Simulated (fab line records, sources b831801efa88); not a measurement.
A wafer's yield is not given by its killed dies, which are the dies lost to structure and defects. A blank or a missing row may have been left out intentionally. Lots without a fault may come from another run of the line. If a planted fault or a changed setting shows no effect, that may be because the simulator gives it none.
Problem report in the 8D (eight disciplines) form, filled by code    flow gf180mcu    the parts of the form that need people (team, actions taken, sign-off) are left out

## 1. THE ISSUE
Wafers without a fault read 140.0 W, standard deviation 0.45; bias w at GF_M2_METAL_ETCH_16 reads a mean of 212.8 W on 6 wafers belonging to 2 lots. So: +99 or more standard deviations from the usual mean.
The step: etches the open film in Cl2/BCl3, stops on SiO2, target depth 627.5 nm, time 104.6 s.
Seen first at day 24 01:10 on rie metal-04, wafer L307.1. Wafers with a number at this step in the record: 33, from 11 lots. Rule for "out" (also "out of limits"): further than 4 standard deviations from the usual mean. All remaining wafers that have a number are taken as sound.

## 2. WHAT IT IS, AND WHAT IT ISN'T
question                     is                      is not
which readings at this step  bias w                  drypump motor current A, oes product au, throttle valve pct
which lots                   L307, L309              L295, L298, L299, L300, L303, L310, L313, L314, L317
which wafers of those lots   all that have a number  -
read on which tools          rie metal-04            rie metal-01
when                         from day 24 01:10       up to then (15 sound wafers); but 12 sound wafers of L310, L313, L314, L317 came after

## 3. THE SUSPECTS, EACH WITH WHAT RULES IT OUT
Counting: a tool at any process step up to the reading remains a suspect when it ran all the lots that are out and ran no sound lot after the first of those.
- pvd sputter-01 at GF_V1_SPUTTER_21 (material Ti, target thk 15 nm, time 80.02 s): ruled out as a lasting fault. After its first lot that is out, L307 (day 23 01:25), sound lots L313 ran on it.
- cvd w-02 at GF_V1_CVD_23 (deposits W, target thk 350 nm, time 105.05 s): ruled out as a lasting fault. After its first lot that is out, L307 (day 23 01:31), sound lots L313 ran on it.
- rie metal-04 at GF_M2_METAL_ETCH_16 (etches the open film in Cl2/BCl3, stops on SiO2, target depth 627.5 nm, time 104.6 s): kept. It processed each lot that is out, first L307 at day 24 01:10, and no sound lot thereafter; up to then, the last sound lot it processed was L303 at day 22 18:02. On those wafers its own readings are out: bias w.
After counting, what remains is rie metal-04 at GF_M2_METAL_ETCH_16.

## 4. THE CAUSE (what the simulator had put in)
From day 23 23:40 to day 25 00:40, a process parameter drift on rie metal-04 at GF_M2_METAL_ETCH_16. A move of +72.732 in setting bias w, from 140. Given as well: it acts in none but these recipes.
Counting left only this tool.

## 5. SEQUENCE OF EFFECTS, ordered by route
Each row: a reading whose mean over the struck wafers that have a number lies more than 3 standard deviations from the usual. Only readings for which the record gives a usual standard deviation are gone through. hours: the time from each lot's start at the first step in this table that gives one to its start at this step, as a median over the lots. sigmas: the change in usual standard deviations.
hours  step                 reading                   usual    on struck wafers  change  sigmas
0      GF_M2_METAL_ETCH_16  bias w                    140.0 W  212.8             +72.8   +99 or more
0      GF_M2_STRIP_17       strip time to endpoint s  7.89 s   7.59              -0.30   -4.7
It contains these process steps:
- GF_M2_METAL_ETCH_16: etches the open film in Cl2/BCl3, stops on SiO2, target depth 627.5 nm, time 104.6 s.
- GF_M2_STRIP_17: strips in O2/N2.

## 6. WHAT WOULD HAVE CAUGHT IT SOONER
In this record no reading fell out of limits until day 24 01:10, 2 hours after the fault had begun at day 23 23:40.
